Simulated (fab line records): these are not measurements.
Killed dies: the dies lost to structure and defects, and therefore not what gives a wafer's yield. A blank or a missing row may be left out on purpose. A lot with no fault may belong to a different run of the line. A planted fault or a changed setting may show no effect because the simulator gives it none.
Code-filled problem report in 8D (eight disciplines) form | flow sky130 | the parts of the form that need people (team, actions taken, sign-off) are left out

1. PROBLEM STATEMENT
At SKY_VT_ADJUST_PCH_IMPLANT_08, doseIonsCm2 averages 5e+11 over 9 wafers from 3 lots, while fault-free wafers read 5e+11, standard deviation 5.5e+08. Measured from the usual mean, that is +13 standard deviations.
First seen on wafer L845.2, day 15 00:25, on implanter-01. The record has a number at this step for 45 wafers belonging to 15 lots. Rule for "out" (also "out of limits"): further than 4 standard deviations from the usual mean. The rest of the wafers with a number are treated as sound.

2. WHAT IT IS, WHAT IT ISN'T
question                    | is                     | is not
which readings at this step | doseIonsCm2            | beamOnS
which lots                  | L845, L848, L849       | L831, L832, L835, L836, L837, L838, L839, L840, L841, L846, L853, L854
which wafers of those lots  | all that have a number | -
read on which tools         | implanter-01           | implanter-03, implanter-04
when                        | from day 15 00:25      | up to then (27 sound wafers); but 9 sound wafers of L846, L853, L854 came after

3. WHAT RULES OUT EACH SUSPECT
Counting: a tool stays on the suspect list if, at a process step up to the reading, it processed all lots that are out and no sound lot following the first of them.
- implanter-01 at SKY_VT_ADJUST_PCH_IMPLANT_08: kept. It ran every lot that is out, first L845 (day 15 00:25), and no sound lot after that. On those wafers its own readings are out: doseIonsCm2.
The count leaves implanter-01 at SKY_VT_ADJUST_PCH_IMPLANT_08.

4. THE CAUSE (what the simulator had put in)
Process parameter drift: implanter-01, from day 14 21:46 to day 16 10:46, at SKY_VT_ADJUST_PCH_IMPLANT_08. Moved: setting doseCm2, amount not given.
Only this tool survived the counting.

5. THE CHAIN OF EFFECTS, in route order
Rows list readings where the struck wafers' mean (over those with a number) sits beyond 3 standard deviations from the usual. Scope: only readings with a usual standard deviation given in the record; hours: median across lots of the time from each lot's start at the first step in this table that gives one to its start at this step; sigmas: change in usual standard deviations.
hours | step                         | reading     | usual | on struck wafers | change | sigmas
0     | SKY_VT_ADJUST_PCH_IMPLANT_08 | doseIonsCm2 | 5e+11 | 5e+11            | +7e+09 | +13
Process steps it contains:
- SKY_VT_ADJUST_PCH_IMPLANT_08

6. HOW IT WOULD HAVE BEEN CAUGHT EARLIER
First out-of-limits reading in this record: day 15 00:25, which is 3 hours after fault onset at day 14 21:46.
